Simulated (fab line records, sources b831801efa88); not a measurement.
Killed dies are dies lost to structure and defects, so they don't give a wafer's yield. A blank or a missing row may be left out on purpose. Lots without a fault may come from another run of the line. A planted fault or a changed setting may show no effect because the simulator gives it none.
A struck lot beside a sound one | flow gf180mcu | 27 steps out of a route of 602
Sound: wafers L968.3, L968.5, L968.6. Struck: wafers L961.1, L961.2, L961.4. The cause comes at the end.
At each step with rows: each side's tool, then ch and its chambers, then its first start. Under that, the readings that differ: sound wafers | struck wafers | difference of the means | sigmas: that difference in standard deviations of wafers without a fault.
alike: readings whose means differ by less than 2 such deviations, and words and numbers that are the same on both sides. not compared: withheld readings, readings that some wafer has no value for, bounds like >300 that may hide the same value, and numbers for which the record gives no deviation and whose values overlap.
The two part at a step that has a row with sigmas, a row that says differs or no value, or rows on one side only. Numbers that don't overlap but have no deviation are shown without sigmas and don't part them. A reading that every wafer of one side lacks parts them only if that side has two wafers or more.

GF_HV_LDD_ETCHBACK_58: etches Si3N4 in CH3F/O2, stops on SiO2, time 100 s, target depth 90 nm.
  sound on rie_diel-04 ch 1,2, day 19 07:49; struck on rie_diel-01 ch 1,2,3, day 17 00:25
  alike: O2_flow_sccm, drypump_motor_current_A, oes_product_au, throttle_valve_pct
  not compared: rf_hours_counter_h
then, 7 steps without rows for these wafers: GF_NSD_DEHYDRATE_00 (time 60 s); GF_NSD_HMDS_01 (prime time 60 s); GF_NSD_COAT_02 (resist thk 1000 nm); GF_NSD_SOFTBAKE_03 (time 60 s); GF_NSD_EXPOSE_04 (exposes mask Nplus, target cd 400 nm); GF_NSD_PEB_05; GF_NSD_DEVELOP_06 (develop time 60 s).
GF_NSD_CD_MEAS_07: target cd 400 nm.
  sound on cd_sem-02, day 20 08:13; struck on cd_sem-01, day 17 23:31
  reading    | sound             | struck            | difference | sigmas
  cd_nm (nm) | 402.6 403.3 402.5 | 397.9 398.7 398.3 | -4.5       | -2
GF_NSD_OVL_MEAS_08:
  sound on overlay-02, day 20 08:18; struck on overlay-02, day 17 23:38
  alike: NSD_OVL
then, 2 steps without rows for these wafers: GF_NSD_IMPLANT_09; GF_NSD_IMPLANT_10.
GF_NSD_STRIP_11: strips in O2/N2.
  sound on plasma_asher-04 ch 0,1, day 20 08:40; struck on plasma_asher-02 ch 0,1, day 17 23:58
  no value came back on the struck wafers for any of 5 readings (chamber_pressure_mTorr (mTorr), drypump_motor_current_A (A) and others); on the sound wafers chamber_pressure_mTorr (mTorr) reads 1498.6 1499.8 1498.9
  reading                                  | sound | struck          | difference | sigmas
  model.NOVOLAK_of_NSD_COAT_02.thk_nm (nm) | 0 0 0 | 993.6 996 996.2 | +995.3     |
  not compared: rf_hours_counter_h
GF_NSD_TW_MEAS_12:
  sound on film_metro-03, day 20 08:45; struck on film_metro-04, day 18 00:04
  alike: NSD_TW
then, 7 steps without rows for these wafers: GF_PSD_DEHYDRATE_00 (time 60 s); GF_PSD_HMDS_01 (prime time 60 s); GF_PSD_COAT_02 (resist thk 1000 nm); GF_PSD_SOFTBAKE_03 (time 60 s); GF_PSD_EXPOSE_04 (exposes mask Pplus, target cd 400 nm); GF_PSD_PEB_05; GF_PSD_DEVELOP_06 (develop time 60 s).
GF_PSD_CD_MEAS_07: target cd 400 nm.
  sound on cd_sem-01, day 21 08:35; struck on cd_sem-01, day 18 23:43
  alike: cd_nm
GF_PSD_OVL_MEAS_08:
  sound on overlay-02, day 21 08:41; struck on overlay-01, day 18 23:50
  alike: PSD_OVL
then, 1 step without rows for these wafers: GF_PSD_IMPLANT_09.
GF_PSD_STRIP_10: strips in O2/N2.
  sound on plasma_asher-01 ch 0,1, day 21 08:53; struck on plasma_asher-01 ch 0,1, day 19 00:01
  reading                      | sound             | struck            | difference | sigmas
  oes_product_au (a.u.)        | 0.591 0.590 0.590 | 0.651 0.649 0.651 | +0.060     | +13
  strip_time_to_endpoint_s (s) | 16.51 16.51 16.55 | 31.45 31.47 31.44 | +14.93     | +99 or more
  alike: chamber_pressure_mTorr, drypump_motor_current_A, heater_power_w
  not compared: rf_hours_counter_h
GF_PSD_TW_MEAS_11:
  sound on film_metro-04, day 21 08:58; struck on film_metro-01, day 19 00:07
  reading | sound          | struck   | difference | sigmas
  PSD_TW  | 3204 3187 3178 | 30 30 30 | -3160      | -99 or more
then, 1 step without rows for these wafers: GF_PSD_CLEAN_12 (cleans in SC1/SC2, time 150 s).

WHERE THEY PART
First at GF_NSD_CD_MEAS_07; last, within this record, at GF_PSD_TW_MEAS_11.

WHY: what the simulator had put in
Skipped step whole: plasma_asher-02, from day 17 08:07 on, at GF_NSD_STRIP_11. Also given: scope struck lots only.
